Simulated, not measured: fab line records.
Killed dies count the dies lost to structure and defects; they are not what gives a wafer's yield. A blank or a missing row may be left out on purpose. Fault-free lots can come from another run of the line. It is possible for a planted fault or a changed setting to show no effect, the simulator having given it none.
A struck lot beside a sound one + flow sky130 + 15 steps out of a route of 708
Sound: the wafers L858.3, L858.4, L858.6. Wafers struck: L864.1, L864.2, L864.4. At the end, the cause is stated.
Per side, at each step with rows, come the tool, then ch with its chambers, and then its first start. Under that, the readings that differ: sound wafers + struck wafers + difference of the means + sigmas: that difference in standard deviations of wafers without a fault.
alike: readings whose means differ by less than 2 such deviations, and words and numbers that are the same on both sides. not compared: withheld readings, readings that some wafer has no value for, bounds like >300 that may hide the same value, and numbers for which the record gives no deviation and whose values overlap.
Wherever a step has rows on one side only, a row that says differs or no value, or a row with sigmas, the two part there. When numbers do not overlap yet have no deviation, they are printed without sigmas and do not part them. A reading missing from all wafers of one side parts the sides only when that side holds two or more wafers.

first, 3 steps without rows for these wafers: SKY_VIA2_CLEAN_18 (cleans in IPA, time 180 s); SKY_VIA2_CLEAN_19 (cleans in O3/DIW); SKY_VIA2_SPUTTER_20 (material TiN, target thk 20 nm, time 80 s).
SKY_VIA2_CVD_21: deposits W, target thk 420 nm, time 126.4 s.
  sound on cvd w-01 ch 0,1, day 36 20:19; struck on cvd w-01 ch 0,1, day 38 22:26
  alike: heater power outer w, heater power w
SKY_VIA2_RS_MEAS_22: measurement is done with a four-point probe.
  sound on film metro-04, day 36 20:27; struck on film metro-02, day 38 22:34
  alike: VIA2_W_RS
SKY_VIA2_THK_MEAS_23: measures by xrf.
  sound on film metro-04, day 36 20:33; struck on film metro-02, day 38 22:41
  alike: VIA2_W_THK
then, 2 steps without rows for these wafers: SKY_VIA2_CMP_24 (polishes, stops on SiO2, t overpolish 20 s, target thk 0 nm); SKY_METAL3_SPUTTER_00 (material Ti, target thk 15 nm, time 10 s).
SKY_METAL3_SPUTTER_01: material TiN, target thk 20 nm, time 16.7 s.
  sound on pvd sputter-04, day 36 20:55; struck on pvd sputter-03, day 38 23:04
  alike: throttle valve pct
SKY_METAL3_SPUTTER_02: material AlCu, target thk 735 nm, time 39.1 s.
  sound on pvd sputter-04, day 36 20:56; struck on pvd sputter-03, day 38 23:05
  alike: throttle valve pct
SKY_METAL3_SPUTTER_03: material Ti, target thk 5 nm, time 3.3 s.
  sound on pvd sputter-04, day 36 20:59; struck on pvd sputter-03, day 38 23:08
  alike: throttle valve pct
SKY_METAL3_SPUTTER_04: material TiN, target thk 70 nm, time 58.3 s.
  sound on pvd sputter-04, day 36 21:01; struck on pvd sputter-03, day 38 23:09
  alike: throttle valve pct
SKY_CAPM_CVD_00: deposits SiO2, target thk 15.5 nm.
  sound on pecvd-01 ch 0,2, day 36 21:04; struck on pecvd-01 ch 1,2, day 38 23:12
| reading                               | sound             | struck            | difference | sigmas |
|---------------------------------------|-------------------|-------------------|------------|--------|
| model.SiO2_of_CAPM_CVD_00.thk nm (nm) | 15.62 15.57 15.93 | 26.15 26.14 26.52 | +10.56     |        |
  alike: heater power outer w, heater power w
SKY_CAPM_THK_MEAS_01:
  sound on film metro-01, day 36 21:06; struck on film metro-03, day 38 23:29
| reading              | sound             | struck            | difference | sigmas |
|----------------------|-------------------|-------------------|------------|--------|
| CAPM_CVD_00_THK (nm) | 15.63 15.57 15.94 | 26.11 26.14 26.51 | +10.54     | +48    |
  not compared: hold
SKY_PAD_OPEN_PROBE_99:
  the record holds rows for the sound wafers here (prober-01, day 46 03:56) but none for the struck ones

WHERE THEY PART
Last at SKY_PAD_OPEN_PROBE_99 as far as this record goes, first at SKY_CAPM_THK_MEAS_01.

WHY: the cause the simulator had injected
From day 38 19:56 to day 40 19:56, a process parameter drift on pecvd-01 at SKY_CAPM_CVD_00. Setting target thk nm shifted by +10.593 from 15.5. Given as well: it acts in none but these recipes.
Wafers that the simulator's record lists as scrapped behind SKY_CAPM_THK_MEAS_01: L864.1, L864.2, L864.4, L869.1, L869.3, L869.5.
